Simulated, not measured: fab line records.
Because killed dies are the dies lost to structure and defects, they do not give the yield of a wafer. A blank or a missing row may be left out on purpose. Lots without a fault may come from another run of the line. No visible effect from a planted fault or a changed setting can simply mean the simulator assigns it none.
fab line records | flow sky130
record: lots: 5 wafers: 15 last_day: 50
route steps=708 shown LDD_HVN@270 LDD_HVP@278 PAD_OPEN@708
lots that met no fault: from a run of the same line without faults
start_h: hours from the record's opening day to when the first of the lot's shown wafers began | wait_h: hours since the lot's step before | " identical to the entry in the row above | L1.1+2: one row covering several wafers at once | - value missing, or start not given | * or withheld: withheld | < > ~ a bound
route shown NAME@n: NAME is a module with steps in the file, n the number in the route of the first one | usual: mean/standard deviation taken from wafers without a fault | same: alike in all rows | chamber/n: place in a boat | sites: the reading at each site | _std_site: standard deviation of those values | _edge_site: inner sites' mean taken away from outer sites' mean | radius_mm: for every site, how far away it sits from the centre of the wafer | mask NAME#n: copy n | behind: the last tool/chamber to shape the wafer | hold: the reason the lot was held/the length of the hold in hours/how it ended | device: transistor that didn't switch, given as n, p or np | end of line: at the end of the route, the tests of the same wafers | where a step has no rows: the recipe by itself | killed: dies lost to structure and defects at the first sort, not the wafer's yield | map: a wafer's dies, x killed, . not, _ none there
set.NAME: the setting the step ran with; set.NAME@STEP: the setting that earlier step ran with | model.NAME: the simulator's own value behind a step, which no gauge read
lots at selected steps of the route; one table per step, one row per wafer
services: the hour from which a tool's chamber was out of use, counted from the record's first day as start_h (under 0 if before that day), plus the number of hours and why
== steps ==
step: SKY_LDD_HVN_SOFTBAKE_03
recipe: temp_c: 90 time_s: 60 resist: NOVOLAK
step: SKY_LDD_HVN_EXPOSE_04
recipe: mask_id: HVNTM na: 0.6 source_shape: conventional sigma_outer: 0.6 polarization: unpolarized target_cd_nm: 700 dose_mj: 127
step: SKY_LDD_HVN_PEB_05
recipe: temp_c: withheld time_s: * resist: NOVOLAK
step: SKY_LDD_HVN_DEVELOP_06
recipe: resist: NOVOLAK developer: TMAH develop_time_s: 60 dev_temp_c: 23
step: SKY_LDD_HVN_OVL_MEAS_07
usual: LDD_HVN_OVL: 1.0/1.5
columns lot.wafer tool chamber start_h wait_h LDD_HVN_OVL[nm]
L277.3 overlay-02 - 467.34 0.1 2.2
L277.4 " - " " 2.9
L277.6 " - " " 0.8
L279.1 overlay-01 - 487.33 0.1 0.7
L279.3 " - " " -0.1
L279.6 " - " " 0.5
L283.1 overlay-01 - 524.15 0.1 0.4
L283.2 " - " " 1.2
L283.6 " - " " -1.7
L293.2 overlay-02 - 611.50 0.1 1.3
L293.3 " - " " 2.4
L293.6 " - " " 0.6
L295.3 overlay-01 - 627.21 0.1 1.1
L295.5 " - " " 0.3
L295.6 " - " " -0.5
step: SKY_LDD_HVN_IMPLANT_08
recipe: species: P energy_kev: 60 dose_cm2: 3e+13 tilt_deg: 40
step: SKY_LDD_HVN_STRIP_09
recipe: chemistry: O2/N2 power_w: 1400 pressure_mtorr: 1500 platen_temp_c: withheld o2_flow_sccm: 3000 n2_flow_sccm: 300 overash_fraction: 0.5
usual: drypump_motor_current_A: 5.7/0.38 n2_flow_sccm: 299.8/0.88 oes_product_au: 0.408/0.0043 strip_time_to_endpoint_s: 4.136/0.017
columns lot.wafer tool chamber start_h wait_h drypump_motor_current_A n2_flow_sccm oes_product_au rf_hours_counter_h strip_time_to_endpoint_s
L277.3 plasma_asher-02 0 467.55 0.1 5.6 300.2 0.408 - 4.160
L277.4 " 1 " " 5.8 301.2 0.413 - 4.149
L277.6 " 0 " " 5.6 301.6 0.407 - 4.157
L279.1 plasma_asher-03 0 487.52 0.1 5.1 298.9 0.409 70 4.117
L279.3 " 0 " " 5.1 298.9 0.409 - 4.135
L279.6 " 1 " " 6.0 298.8 0.406 - 4.129
L283.1 plasma_asher-02 0 524.33 0.1 5.6 299.4 0.407 9 4.173
L283.2 " 1 " " 5.8 300.1 0.407 9 4.131
L283.6 " 1 " " 5.8 300.6 0.405 - 4.164
L293.2 plasma_asher-02 0 611.68 0.1 5.6 300.8 0.409 18 4.124
L293.3 " 1 " " 5.8 299.5 0.412 - 4.126
L293.6 " 0 " " 5.6 298.7 0.405 - 4.147
L295.3 plasma_asher-01 0 627.42 0.1 6.4 297.9 0.410 - 4.149
L295.5 " 0 " " 6.3 298.5 0.407 - 4.135
L295.6 " 1 " " 5.4 301.6 0.409 - 4.152
step: SKY_LDD_HVN_TW_MEAS_10
usual: LDD_HVN_TW: 1450/17
columns lot.wafer tool chamber start_h wait_h LDD_HVN_TW
L277.3 film_metro-03 - 467.64 0.1 1456
L277.4 " - " " 1463
L277.6 " - " " 1461
L279.1 film_metro-01 - 487.62 0.1 1427
L279.3 " - " " 1421
L279.6 " - " " 1427
L283.1 film_metro-04 - 524.43 0.1 1463
L283.2 " - " " 1464
L283.6 " - " " 1461
L293.2 film_metro-01 - 611.79 0.1 1419
L293.3 " - " " 1408
L293.6 " - " " 1420
L295.3 film_metro-04 - 627.51 0.1 1453
L295.5 " - " " 1463
L295.6 " - " " 1464
step: SKY_LDD_HVP_DEHYDRATE_00
recipe: temp_c: 200 time_s: 60
step: SKY_LDD_HVP_HMDS_01
recipe: prime_time_s: 60 prime_temp_c: 120
step: SKY_LDD_HVP_COAT_02
recipe: resist: NOVOLAK spin_rpm: 3000 resist_thk_nm: 300
step: SKY_LDD_HVP_SOFTBAKE_03
recipe: temp_c: 90 time_s: 60 resist: NOVOLAK
step: SKY_LDD_HVP_EXPOSE_04
recipe: mask_id: HVPTM na: 0.6 source_shape: conventional sigma_outer: 0.6 polarization: unpolarized target_cd_nm: 700 dose_mj: 86
columns lot.wafer tool chamber start_h wait_h mask
L277.3+4+6 iline_stepper-01 0 483.21 - HVPTM#0
L279.1+3+6 iline_stepper-02 0 503.45 - HVPTM#0
L283.1+2+6 iline_stepper-02 0 539.93 - HVPTM_R1#0
L293.2+3+6 iline_stepper-02 0 627.05 - HVPTM#0
L295.3+5+6 iline_stepper-02 0 641.89 - HVPTM#0
step: SKY_LDD_HVP_PEB_05
recipe: temp_c: withheld time_s: * resist: NOVOLAK
step: SKY_PAD_OPEN_PROBE_99
usual: killed_at_M0_to_M3: 43/7.5 killed_at_M4_up: 3.2/1.9 killed_at_contacts: 24/4.9 killed_at_front_end: 15/4.3 killed_at_other: 0.4/0.72 killed_dies: 86/9.1 killed_open: 47/6.5 killed_short: 39/6.5
same: gross_dies: 492 killed_at_back_side: 0
columns lot.wafer tool chamber start_h wait_h killed_at_M0_to_M3 killed_at_M4_up killed_at_contacts killed_at_front_end killed_at_other killed_dies killed_open killed_short
L277.3 prober-02 - 1086.18 0.2 36 6 25 15 0 82 38 44
L277.4 prober-02 - 1086.23 0.2 43 4 25 22 0 94 44 49
L277.6 prober-02 - 1086.33 0.2 36 3 28 14 0 81 39 41
L279.1 prober-02 - 1100.95 0.1 43 5 17 12 0 77 45 32
L279.3 prober-02 - 1101.05 0.2 53 4 25 11 0 93 57 36
L279.6 prober-02 - 1101.20 0.2 46 3 28 12 0 89 45 44
L283.1 prober-02 - 1123.42 0.1 47 7 21 8 0 83 42 41
L283.2 prober-02 - 1123.47 0.1 40 0 32 14 0 86 56 30
L283.6 prober-02 - 1123.67 0.2 35 2 27 10 4 78 47 31
L295.3 prober-02 - 1188.42 0.2 50 3 20 12 1 86 54 32
L295.5 prober-02 - 1188.52 0.2 40 2 28 15 0 85 42 43
L295.6 prober-02 - 1188.57 0.2 43 3 21 18 0 85 44 41
killed by level:class
L277.3 CONTACT:geometric_particle:short=8 VIA1:geometric_particle:open=8 LI_CONTACT:geometric_particle:open=7 METAL2:geometric_particle:short=7 CONTACT:geometric_particle:open=6 VIA2:geometric_particle:open=5 METAL4:geometric_particle:short=5 FIELD_ISO:geometric_particle:short=4
L277.4 CONTACT:geometric_particle:open=11 METAL3:geometric_particle:short=9 VIA1:geometric_particle:short=8 VIA1:geometric_particle:open=7 FIELD_ISO:geometric_particle:open=5 POLY_GATE:geometric_particle:open=5 LI_CONTACT:geometric_particle:open=5 METAL2:geometric_particle:short=5
L277.6 VIA1:geometric_particle:open=9 LI_CONTACT:geometric_particle:open=7 CONTACT:geometric_particle:open=7 METAL1:geometric_particle:short=7 CONTACT:geometric_particle:short=6 POLY_GATE:geometric_particle:open=5 LOCAL_INTERCONNECT:geometric_particle:short=5 VIA1:geometric_particle:short=4
L279.1 CONTACT:geometric_particle:open=10 VIA1:geometric_particle:open=9 VIA3:geometric_particle:open=8 FIELD_ISO:geometric_particle:open=6 METAL2:geometric_particle:short=5 VIA1:geometric_particle:short=5 LI_CONTACT:geometric_particle:open=4 METAL4:geometric_particle:short=4
L279.3 VIA1:geometric_particle:open=17 CONTACT:geometric_particle:open=15 METAL2:geometric_particle:short=10 FIELD_ISO:geometric_particle:short=5 LI_CONTACT:geometric_particle:open=5 POLY_GATE:geometric_particle:short=5 VIA2:geometric_particle:open=5 VIA3:geometric_particle:open=5
L279.6 METAL2:geometric_particle:short=9 CONTACT:geometric_particle:short=9 LI_CONTACT:geometric_particle:open=8 VIA1:geometric_particle:open=7 CONTACT:geometric_particle:open=7 VIA2:geometric_particle:open=6 VIA2:geometric_particle:short=5 VIA3:geometric_particle:open=5
L283.1 VIA1:geometric_particle:open=14 VIA3:geometric_particle:open=10 LI_CONTACT:geometric_particle:short=6 CONTACT:geometric_particle:short=5 VIA1:geometric_particle:short=5 VIA2:geometric_particle:short=5 VIA2:geometric_particle:open=5 METAL4:geometric_particle:short=5
L283.2 CONTACT:geometric_particle:open=12 VIA1:geometric_particle:open=11 LI_CONTACT:geometric_particle:open=11 CONTACT:geometric_particle:short=6 METAL3:geometric_particle:short=5 VIA3:geometric_particle:open=5 POLY_GATE:geometric_particle:open=4 VIA2:geometric_particle:open=4
L283.6 CONTACT:geometric_particle:open=11 VIA1:geometric_particle:open=11 LI_CONTACT:geometric_particle:open=8 METAL2:geometric_particle:short=7 FIELD_ISO:geometric_particle:open=4 VIA1:geometric_particle:short=4 VIA2:geometric_particle:open=3 CONTACT:geometric_particle:short=3
L295.3 VIA1:geometric_particle:open=12 CONTACT:geometric_particle:open=9 VIA3:geometric_particle:open=7 VIA2:geometric_particle:open=7 POLY_GATE:geometric_particle:open=4 VIA1:geometric_particle:short=4 METAL2:geometric_particle:short=4 FIELD_ISO:geometric_particle:open=3
L295.5 LI_CONTACT:geometric_particle:open=8 LI_CONTACT:geometric_particle:short=7 METAL1:geometric_particle:short=7 CONTACT:geometric_particle:open=7 VIA1:geometric_particle:open=6 VIA2:geometric_particle:open=6 FIELD_ISO:geometric_particle:short=5 VIA3:geometric_particle:open=5
L295.6 VIA1:geometric_particle:open=10 CONTACT:geometric_particle:open=9 FIELD_ISO:geometric_particle:short=8 LI_CONTACT:geometric_particle:open=7 METAL2:geometric_particle:short=6 LOCAL_INTERCONNECT:geometric_particle:short=5 VIA2:geometric_particle:open=5 POLY_GATE:geometric_particle:short=4
== services ==
columns tool chamber start_h hours kind
iline_stepper-01 - 459.62 1.7 pm
plasma_asher-03 - 484.67 0.5 repair
iline_stepper-02 0 528.77 - calibration
iline_stepper-01 - 551.68 2.1 pm
iline_stepper-01 - 553.76 - consumable_replace:lamp
iline_stepper-01 - 556.45 0.8 repair
iline_stepper-02 - 568.11 5.8 repair
plasma_asher-01 - 573.90 4.4 repair
plasma_asher-01 - 587.94 4.5 repair
iline_stepper-02 - 608.64 1.7 pm
iline_stepper-02 - 613.77 0.7 repair
iline_stepper-01 0 619.29 - calibration
== key ==
first_sign: step: SKY_LDD_HVP_EXPOSE_04 reading: mask direction: changed
effect none on later readings
met_at SKY_LDD_HVP_EXPOSE_04
struck_wafers L283.1,L283.2,L283.6
tester_left_out L283
onset_between 503.45 539.93
fault: kind: wrong_mask tool: any chamber: - onset_h: 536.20 steps: SKY_LDD_HVP_EXPOSE_04 aux_copy: HVPTM_R1#0 cd_offset_nm: 49 scope: struck_lots_only
tester_left_out: of these lots the tester's yield and bins aren't shown, on N5 and GAA mostly nor the transistor test; their killed dies are dies lost to structure and defects alone, not to doping, threshold or leakage, so they don't give the yield
